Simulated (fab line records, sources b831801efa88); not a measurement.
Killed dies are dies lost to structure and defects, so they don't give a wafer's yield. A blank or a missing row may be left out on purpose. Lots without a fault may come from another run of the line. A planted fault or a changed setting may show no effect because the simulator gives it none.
A struck lot beside a sound one | flow gf180mcu | 14 steps out of a route of 602
Sound: wafers L732.3, L732.5, L732.6. Struck: wafers L740.1, L740.2, L740.6. The cause comes at the end.
At each step with rows: each side's tool, then ch and its chambers, then its first start. Under that, the readings that differ: sound wafers | struck wafers | difference of the means | sigmas: that difference in standard deviations of wafers without a fault.
alike: readings whose means differ by less than 2 such deviations, and words and numbers that are the same on both sides. not compared: withheld readings, readings that some wafer has no value for, bounds like >300 that may hide the same value, and numbers for which the record gives no deviation and whose values overlap.
The two part at a step that has a row with sigmas, a row that says differs or no value, or rows on one side only. Numbers that don't overlap but have no deviation are shown without sigmas and don't part them. A reading that every wafer of one side lacks parts them only if that side has two wafers or more.

GF_POLY_GATE_OVL_MEAS_11:
  sound on overlay-02, day 9 15:46; struck on overlay-02, day 11 21:09
  alike: POLY_GATE_OVL
GF_POLY_GATE_ETCH_12: etches BARC in N2/H2.
  sound on rie_diel-04 ch 0,1, day 9 15:47; struck on rie_diel-04 ch 0,3, day 11 21:11
  alike: drypump_motor_current_A, n2_flow_sccm, oes_product_au, throttle_valve_pct
GF_POLY_GATE_ETCH_13: etches poly-Si in HBr/Cl2, stops on SiO2, target depth 198.5 nm, time 69.6 s.
  sound on rie_si-02 ch 0,1,2, day 9 15:50; struck on rie_si-02 ch 0,1, day 11 21:14
  alike: drypump_motor_current_A, oes_product_au, throttle_valve_pct
  not compared: rf_hours_counter_h
GF_POLY_GATE_STRIP_14: strips in O2/N2.
  sound on plasma_asher-03 ch 0,1, day 9 15:55; struck on plasma_asher-02 ch 0,1, day 11 21:17
  alike: drypump_motor_current_A, heater_power_w, n2_flow_sccm, oes_product_au
  not compared: rf_hours_counter_h
then, 2 steps without rows for these wafers: GF_POLY_GATE_CLEAN_15 (cleans in SC1/SC2, time 150 s); GF_POLY_GATE_OXIDATION_16 (stabilise 600 s, purge 300 s, target thk 4 nm).
GF_POLY_GATE_THK_MEAS_17:
  sound on film_metro-03, day 9 17:20; struck on film_metro-01, day 11 22:41
  alike: POLY_GATE_OXIDATION_THK
GF_POLY_GATE_CD_MEAS_18:
  sound on cd_sem-01, day 9 17:31; struck on cd_sem-01, day 11 22:45
  alike: cd_nm
then, 4 steps without rows for these wafers: GF_HV_LDD_DEHYDRATE_00 (time 60 s); GF_HV_LDD_HMDS_01 (prime time 60 s); GF_HV_LDD_COAT_02 (resist thk 1000 nm); GF_HV_LDD_SOFTBAKE_03 (time 60 s).
GF_HV_LDD_EXPOSE_04: exposes mask Nplus LV AREA, target cd 400 nm.
  sound on iline_stepper-01 ch 0, day 10 02:37; struck on iline_stepper-02, day 12 07:56
  no value came back on the struck wafers for exposure_dose_mJ_cm2, focus_offset_nm (nm), stage_vel_mm_s (mm/s); on the sound wafers exposure_dose_mJ_cm2 reads 139.73 139.78 140.08
  alike: mask
then, 1 step without rows for these wafers: GF_HV_LDD_PEB_05.

WHERE THEY PART
Only at GF_HV_LDD_EXPOSE_04, within this record.

WHY: what the simulator had put in
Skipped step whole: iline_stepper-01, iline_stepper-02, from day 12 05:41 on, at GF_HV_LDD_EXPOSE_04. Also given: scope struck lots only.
